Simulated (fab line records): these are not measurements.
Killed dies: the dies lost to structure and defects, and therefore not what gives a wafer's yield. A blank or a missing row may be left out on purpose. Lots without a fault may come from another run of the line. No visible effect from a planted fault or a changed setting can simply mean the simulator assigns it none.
Which of the tools did it? | flow gf180mcu | Sampling: 13 lots, 39 wafers, 4 of 602 route steps

== WHAT THE GAUGES SHOWED, per wafer ==
GF_M4_RS_MEAS_05: a four-point-probe measurement.
lot  | measured     | on            | M4_ALCU_RS (ohm/sq)
L604 | day 22 20:53 | film_metro-02 | 0.0699 0.0695 0.0701
L605 | day 23 03:49 | film_metro-04 | 0.0694 0.0692 0.0694
L606 | day 23 12:27 | film_metro-01 | 0.0694 0.0686 0.0692
L607 | day 23 18:28 | film_metro-01 | 0.0688 0.0693 0.0692
L608 | day 23 21:24 | film_metro-02 | 0.0693 0.0690 0.0691
L609 | day 24 09:33 | film_metro-02 | 0.0695 0.0695 0.0692
L610 | day 24 16:46 | film_metro-04 | 0.0693 0.0693 0.0686
L611 | day 25 01:54 | film_metro-04 | 0.0707 0.0705 0.0699
L612 | day 25 15:57 | film_metro-04 | 0.0694 0.0694 0.0695
L613 | day 25 22:28 | film_metro-04 | 0.0692 0.0695 0.0694
L614 | day 26 05:20 | film_metro-02 | 0.0693 0.0700 0.0697
L617 | day 27 01:17 | film_metro-04 | 0.0698 0.0691 0.0693
L621 | day 28 07:03 | film_metro-01 | 0.0695 0.0699 0.0692

GF_V4_RS_MEAS_24: a four-point-probe measurement.
lot  | measured     | on            | V4_W_RS (ohm/sq)
L604 | day 24 19:47 | film_metro-02 | 0.3292 0.3314 0.3318
L605 | day 25 02:36 | film_metro-03 | 0.3256 0.3252 0.3248
L606 | day 25 10:46 | film_metro-02 | 0.3263 0.3258 0.3293
L607 | day 25 16:22 | film_metro-03 | 0.3237 0.3216 0.3237
L608 | day 25 17:44 | film_metro-04 | 0.3256 0.3183 0.3252
L609 | day 26 06:01 | film_metro-02 | 0.3244 0.3260 0.3218
L610 | day 26 13:38 | film_metro-03 | 0.3233 0.3252 0.3256
L611 | day 26 22:50 | film_metro-02 | 0.3248 0.3278 0.3310
L612 | day 27 10:56 | film_metro-02 | 0.3224 0.3230 0.3206
L613 | day 27 18:17 | film_metro-04 | 0.3261 0.3195 0.3227
L614 | day 28 01:17 | film_metro-02 | 0.3259 0.3273 0.3233
L617 | day 28 19:10 | film_metro-02 | 0.3241 0.3284 0.3299
L621 | day 29 22:53 | film_metro-03 | 0.3264 0.3239 0.3243

== WHICH TOOL RAN EACH LOT (tool, then ch and the chambers of the sampled wafers, then the start) ==
lot  | GF_CONTACT_CMP_27             | GF_V4_STRIP_18
L604 | cmp-01 ch 1,2,3, day 16 13:04 | plasma_asher-04 ch 0,1, day 24 19:02
L605 | cmp-02 ch 0,2,3, day 16 18:03 | plasma_asher-03 ch 0,1, day 25 01:50
L606 | cmp-01 ch 0,1,3, day 17 04:13 | plasma_asher-04 ch 0,1, day 25 09:55
L607 | cmp-01 ch 0,1, day 17 11:43   | plasma_asher-01 ch 0,1, day 25 15:35
L608 | cmp-01 ch 1,2,3, day 17 14:39 | plasma_asher-03 ch 0,1, day 25 16:59
L609 | cmp-01 ch 0,1,2, day 18 02:55 | plasma_asher-03 ch 0,1, day 26 05:14
L610 | cmp-02 ch 1,2,3, day 18 10:34 | plasma_asher-03 ch 0,1, day 26 12:53
L611 | cmp-01 ch 0,1, day 18 19:24   | plasma_asher-01 ch 1, day 26 22:02
L612 | cmp-01 ch 0,1,3, day 19 11:31 | plasma_asher-01 ch 0, day 27 10:11
L613 | cmp-02 ch 0,1, day 19 19:26   | plasma_asher-04 ch 1, day 27 17:30
L614 | cmp-02 ch 0,1,2, day 20 03:34 | plasma_asher-03 ch 0,1, day 28 00:32
L617 | cmp-02 ch 0,1, day 21 01:57   | plasma_asher-04 ch 0,1, day 28 18:24
L621 | cmp-02 ch 0,1,3, day 22 13:37 | plasma_asher-01 ch 0,1, day 29 22:08
- GF_CONTACT_CMP_27: polishes, stops on SiO2, t overpolish 15 s, target thk 0 nm.
- GF_V4_STRIP_18: strips in O2/N2.

== WHAT THE TOOLS THEMSELVES READ (means of the sampled wafers that have a number; where no wafer has one, the mark that the record gives instead) ==
GF_CONTACT_CMP_27.
lot  | tool   | edge_zone_pressure_frac | head_pressure_psi (psi) | motor_current_A (A) | overpolish_run_s (s) | slurry_flow_ml_min | time_to_endpoint_s (s)
L604 | cmp-01 | 1.000                   | 3.501                   | 11.5                | 14.998               | 150.2              | 72.5
L605 | cmp-02 | 1.005                   | 3.500                   | 11.7                | 14.994               | 150.2              | 70.3
L606 | cmp-01 | 0.998                   | 3.494                   | 11.1                | 15.005               | 149.9              | 74.2
L607 | cmp-01 | 0.994                   | 3.502                   | 11.2                | 14.995               | 150.0              | 71.1
L608 | cmp-01 | 0.997                   | 3.505                   | 11.1                | 15.009               | 149.7              | 71.0
L609 | cmp-01 | 0.999                   | 3.499                   | 11.5                | 14.999               | 149.7              | 69.2
L610 | cmp-02 | 1.003                   | 3.498                   | 11.1                | 15.005               | 150.3              | 75.6
L611 | cmp-01 | 1.001                   | 3.491                   | 11.2                | 15.001               | 150.9              | 68.8
L612 | cmp-01 | 0.999                   | 3.503                   | 11.4                | 15.005               | 150.0              | 71.9
L613 | cmp-02 | 1.002                   | 3.496                   | 10.8                | 14.998               | 149.6              | 74.6
L614 | cmp-02 | 1.000                   | 3.496                   | 10.5                | 14.995               | 150.0              | 76.1
L617 | cmp-02 | 1.002                   | 3.178                   | 9.4                 | 15.000               | 150.2              | 79.8
L621 | cmp-02 | 1.001                   | 3.182                   | 10.3                | 15.010               | 150.5              | 75.8

GF_V4_STRIP_18.
lot  | tool            | drypump_motor_current_A (A) | heater_power_w (W) | oes_product_au (a.u.)
L604 | plasma_asher-04 | 6.0                         | 310                | 0.594
L605 | plasma_asher-03 | 5.8                         | 332                | 0.591
L606 | plasma_asher-04 | 5.8                         | 330                | 0.597
L607 | plasma_asher-01 | 5.1                         | 335                | 0.595
L608 | plasma_asher-03 | 5.8                         | 337                | 0.594
L609 | plasma_asher-03 | 5.7                         | 341                | 0.594
L610 | plasma_asher-03 | 5.7                         | 337                | 0.594
L611 | plasma_asher-01 | 4.9                         | 344                | 0.595
L612 | plasma_asher-01 | 5.6                         | 305                | 0.593
L613 | plasma_asher-04 | 6.2                         | 290                | 0.598
L614 | plasma_asher-03 | 5.8                         | 341                | 0.592
L617 | plasma_asher-04 | 6.0                         | 310                | 0.593
L621 | plasma_asher-01 | 5.4                         | 321                | 0.597

== THE ANSWER, worked out from the rows above alone ==
Rule: what is usual is taken from the lots themselves. The widest of any qualifying gaps counts: lots, ordered by their means at a reading, are off when they make up no more than a third of the lots, leave a main group of 4 or more, and stand apart from it by 3 or more times the standard deviation of that group's means. The tables above print the reading to a certain number of digits; a main group whose means all agree to those digits is not used. A lot without any number at a reading at which 4 lots or more have one is off too. Any other lot the step has rows for is counted as sound. Order of review: gauges by route order, followed by the tools' own readings, for which a lot's mean as printed above is used. The first step at which some lot is off is used, and at that step the reading that is off furthest; a lot without a number counts as furthest.
Off: L617, L621, at GF_CONTACT_CMP_27 (head_pressure_psi). The main group: mean 3.499 psi, standard deviation 0.004.
If a tool, at that step or one of the process steps before it, ran each lot that is off and ran no sound lot following the first of them, it fits. One fits: cmp-02 at GF_CONTACT_CMP_27. A fault onset in the window from L614 (day 20 03:34, its last sound lot) to L617 (day 21 01:57, its first lot off) fits.
The tool's own readings at GF_CONTACT_CMP_27 bear it out: on the lots that are off they differ by more than 5 times the standard deviation of the sound lots' means. head_pressure_psi reads 3.180 psi there against 3.499 psi on the sound lots.

== WHAT THE SIMULATOR HAD PUT IN ==
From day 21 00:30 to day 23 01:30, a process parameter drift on cmp-02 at GF_CONTACT_CMP_27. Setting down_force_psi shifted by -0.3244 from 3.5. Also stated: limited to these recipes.
Struck lots among those shown: L617, L621. The same result came from the rule above.
